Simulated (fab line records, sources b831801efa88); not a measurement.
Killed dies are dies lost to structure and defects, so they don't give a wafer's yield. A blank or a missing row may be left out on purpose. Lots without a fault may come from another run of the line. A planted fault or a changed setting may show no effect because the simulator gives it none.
Chamber matching | flow sky130 | SKY_VIA4_CMP_02 on cmp-02: 4 sister chambers
The step polishes SiO2. 14 wafers are shown with their chamber, then 7 later ones without.

WAFERS WITH THEIR CHAMBER
wafer  | chamber | motor_current_A (A) | head_pressure_psi (psi)
L872.1 | 1       | 11.8                | 4.004
L872.2 | 0       | 11.5                | 4.005
L872.6 | 0       | 11.4                | 4.007
L875.1 | 0       | 11.4                | 3.990
L875.5 | 2       | 13.8                | 4.009
L875.6 | 3       | 13.7                | 3.978
L878.1 | 2       | 13.2                | 4.006
L878.2 | 0       | 11.5                | 4.003
L878.4 | 3       | 13.1                | 3.992
L879.2 | 2       | 14.1                | 4.015
L879.4 | 3       | 14.7                | 3.997
L879.6 | 3       | 13.1                | 3.998
L881.2 | 1       | 11.4                | 3.994
L881.4 | 2       | 13.1                | 4.006

SIGNATURES (means of the wafers above)
reading           | chamber 0 | chamber 1 | chamber 2 | chamber 3 | scatter within a chamber
motor_current_A   | 11.450    | 11.600    | 13.550    | 13.650    | 0.499
head_pressure_psi | 4.00125   | 3.99900   | 4.00900   | 3.99125   | 0.00732
Rule: a wafer's distance from a chamber is the root of the sum, over the readings, of the square of ((its reading less the chamber's mean) divided by the reading's scatter). The wafer belongs to the nearest chamber; if the next one is less than 2 further off, it can't be placed. The scatter: the root of (the sum of the squares of (reading less its chamber's mean) over the shown wafers, divided by (wafers less chambers)).

WAFERS WITHOUT THEIR CHAMBER
wafer  | motor_current_A (A) | head_pressure_psi (psi)
L881.5 | 13.6                | 4.002
L883.2 | 14.7                | 4.008
L883.3 | 11.7                | 4.001
L883.6 | 13.3                | 4.008
L884.1 | 11.4                | 4.000
L884.2 | 13.5                | 4.006
L884.3 | 12.9                | 4.000

WHICH CHAMBER EACH WENT THROUGH
wafer  | from the rows above               | in truth
L881.5 | can't be placed: 2 or 3           | 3
L883.2 | can't be placed: 2 or 3           | 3
L883.3 | can't be placed: 1 or 0           | 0
L883.6 | can't be placed: 2 or 3           | 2
L884.1 | can't be placed: 0 or 1           | 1
L884.2 | can't be placed: 2 or 3           | 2
L884.3 | can't be placed: 2 or 3 or 1 or 0 | 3
Placed correctly: 0 of 7. Can't be placed from these rows: 7 (the true chamber is among the candidates in 7). Placed wrongly: 0.
